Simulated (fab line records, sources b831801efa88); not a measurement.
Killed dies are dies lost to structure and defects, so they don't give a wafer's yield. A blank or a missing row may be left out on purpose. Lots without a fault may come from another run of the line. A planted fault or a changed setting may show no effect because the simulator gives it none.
A struck lot beside a sound one | flow gf180mcu | 44 steps out of a route of 602
Sound: wafers L817.2, L817.3, L817.4. Struck: wafer L833.1. (L833.2 of the same lot was not struck and is left out.) The cause comes at the end.
At each step with rows: each side's tool, then ch and its chambers, then its first start. Under that, the readings that differ: sound wafers | struck wafers | difference of the means | sigmas: that difference in standard deviations of wafers without a fault.
alike: readings whose means differ by less than 2 such deviations, and words and numbers that are the same on both sides. not compared: withheld readings, readings that some wafer has no value for, bounds like >300 that may hide the same value, and numbers for which the record gives no deviation and whose values overlap.
The two part at a step that has a row with sigmas, a row that says differs or no value, or rows on one side only. Numbers that don't overlap but have no deviation are shown without sigmas and don't part them. A reading that every wafer of one side lacks parts them only if that side has two wafers or more.

first, 3 steps without rows for these wafers: GF_CONTACT_CLEAN_20 (cleans in DIW); GF_CONTACT_CLEAN_21 (cleans in dHF, time 20 s); GF_CONTACT_SPUTTER_22 (material Ti, target thk 15 nm, time 80.02 s).
GF_CONTACT_SPUTTER_23: material TiN, target thk 10 nm, time 40 s.
  sound on pvd_sputter-04, day 18 08:25; struck on pvd_sputter-01, day 23 18:35
  alike: throttle_valve_pct
then, 1 step without rows for these wafers: GF_CONTACT_CVD_24 (deposits W, target thk 300 nm, time 90.339 s).
GF_CONTACT_RS_MEAS_25: measures by four-point-probe.
  sound on film_metro-02, day 18 08:35; struck on film_metro-02, day 23 18:44
  alike: CONTACT_W_RS
GF_CONTACT_THK_MEAS_26: measures by xrf.
  sound on film_metro-02, day 18 08:41; struck on film_metro-02, day 23 18:51
  alike: CONTACT_W_THK
GF_CONTACT_CMP_27: polishes, stops on SiO2, t overpolish 15 s, target thk 0 nm.
  sound on cmp-02 ch 0,2,3, day 18 08:44; struck on cmp-01 ch 1, day 23 18:55
  reading                 | sound             | struck | difference | sigmas
  edge_zone_pressure_frac | 0.997 0.999 1.009 | 1.012  | +0.010     | +2
  alike: motor_current_A, overpolish_run_s, time_to_endpoint_s
GF_M1_SPUTTER_00: material Ti, target thk 37.5 nm, time 150 s.
  sound on pvd_sputter-02, day 18 09:02; struck on pvd_sputter-02, day 23 19:13
  alike: throttle_valve_pct
then, 3 steps without rows for these wafers: GF_M1_SPUTTER_01 (material TiN, target thk 30 nm, time 25 s); GF_M1_SPUTTER_02 (material AlCu, target thk 450 nm, time 23.9 s); GF_M1_SPUTTER_03 (material Ti, target thk 10 nm, time 6.7 s).
GF_M1_SPUTTER_04: material TiN, target thk 50 nm, time 41.7 s.
  sound on pvd_sputter-02, day 18 09:13; struck on pvd_sputter-02, day 23 19:23
  reading                                | sound             | struck | difference | sigmas
  model.TiN_of_M1_SPUTTER_04.thk_nm (nm) | 49.27 48.86 49.29 | 35.21  | -13.93     |
  alike: throttle_valve_pct
GF_M1_RS_MEAS_05: measures by four-point-probe.
  sound on film_metro-04, day 18 09:17; struck on film_metro-01, day 23 19:26
  alike: M1_ALCU_RS
GF_M1_THK_MEAS_06: measures by xrf.
  sound on film_metro-04, day 18 09:23; struck on film_metro-01, day 23 19:33
  reading          | sound       | struck | difference | sigmas
  M1_ALCU_THK (nm) | 449 451 463 | 464    | +10        | +2
then, 7 steps without rows for these wafers: GF_M1_DEHYDRATE_07 (time 60 s); GF_M1_HMDS_08 (prime time 60 s); GF_M1_COAT_09 (resist thk 1000 nm); GF_M1_SOFTBAKE_10 (time 60 s); GF_M1_EXPOSE_11 (exposes mask Metal1, target cd 230 nm); GF_M1_PEB_12 (peb time 90 s); GF_M1_DEVELOP_13 (develop time 60 s).
GF_M1_CD_MEAS_14: target cd 230 nm.
  sound on cd_sem-02, day 19 07:49; struck on cd_sem-01, day 24 18:03
  alike: cd_nm
GF_M1_OVL_MEAS_15:
  sound on overlay-02, day 19 07:56; struck on overlay-02, day 24 18:10
  alike: M1_OVL
then, 1 step without rows for these wafers: GF_M1_METAL_ETCH_16 (etches the open film in Cl2/BCl3, stops on SiO2, target depth 750.8 nm, time 125.1 s).
GF_M1_STRIP_17: strips in O2/N2.
  sound on plasma_asher-03 ch 0,1, day 19 08:05; struck on plasma_asher-03 ch 0, day 24 18:20
  alike: drypump_motor_current_A, heater_power_w, oes_product_au, strip_time_to_endpoint_s
  not compared: rf_hours_counter_h
then, 3 steps without rows for these wafers: GF_M1_STRIP_18 (strips in post etch residue remover, time 1200 s); GF_M1_CLEAN_19 (cleans in DIW); GF_V1_CVD_00 (deposits SiO2, target thk 600 nm, time 100 s).
GF_V1_THK_MEAS_01:
  sound on film_metro-01, day 19 08:43; struck on film_metro-01, day 24 18:58
  alike: V1_CVD_00_THK
then, 1 step without rows for these wafers: GF_V1_CVD_02 (deposits SiO2 from TEOS, target thk 850 nm, time 94.851 s).
GF_V1_THK_MEAS_03:
  sound on film_metro-02, day 19 08:50; struck on film_metro-03, day 24 19:06
  alike: V1_CVD_02_THK
GF_V1_CMP_04: polishes SiO2.
  sound on cmp-02 ch 0,2,3, day 19 08:59; struck on cmp-01 ch 3, day 24 19:26
  alike: edge_zone_pressure_frac, motor_current_A, time_to_endpoint_s
GF_V1_BOW_MEAS_05:
  sound on film_metro-03, day 19 09:16; struck on film_metro-03, day 24 19:44
  alike: V1_BOW
then, 8 steps without rows for these wafers: GF_V1_DEHYDRATE_06 (time 60 s); GF_V1_HMDS_07 (prime time 60 s); GF_V1_COAT_08; GF_V1_COAT_09 (resist thk 1000 nm); GF_V1_SOFTBAKE_10 (time 60 s); GF_V1_EXPOSE_11 (exposes mask Via1, target cd 260 nm); GF_V1_PEB_12 (peb time 90 s); GF_V1_DEVELOP_13 (develop time 60 s).
GF_V1_STRIP_19: strips in post etch residue remover, time 1200 s.
  sound on wet_bench-02 ch 1, day 20 10:00; struck on wet_bench-03 ch 0, day 25 17:38
  reading                                | sound             | struck | difference | sigmas
  model.TiN_of_M1_SPUTTER_04.thk_nm (nm) | 48.43 48.02 48.46 | 34.38  | -13.92     |
  alike: bath_heat_duty_pct
then, 1 step without rows for these wafers: GF_PASSIVATION_PROBE_99.

WHERE THEY PART
First at GF_CONTACT_CMP_27; last, within this record, at GF_M1_THK_MEAS_06. Later steps at which nothing parts them and some readings are alike: GF_M1_CD_MEAS_14, GF_M1_OVL_MEAS_15, GF_M1_STRIP_17, GF_V1_THK_MEAS_01, GF_V1_THK_MEAS_03, GF_V1_CMP_04, GF_V1_BOW_MEAS_05, GF_V1_STRIP_19.

WHY: what the simulator had put in
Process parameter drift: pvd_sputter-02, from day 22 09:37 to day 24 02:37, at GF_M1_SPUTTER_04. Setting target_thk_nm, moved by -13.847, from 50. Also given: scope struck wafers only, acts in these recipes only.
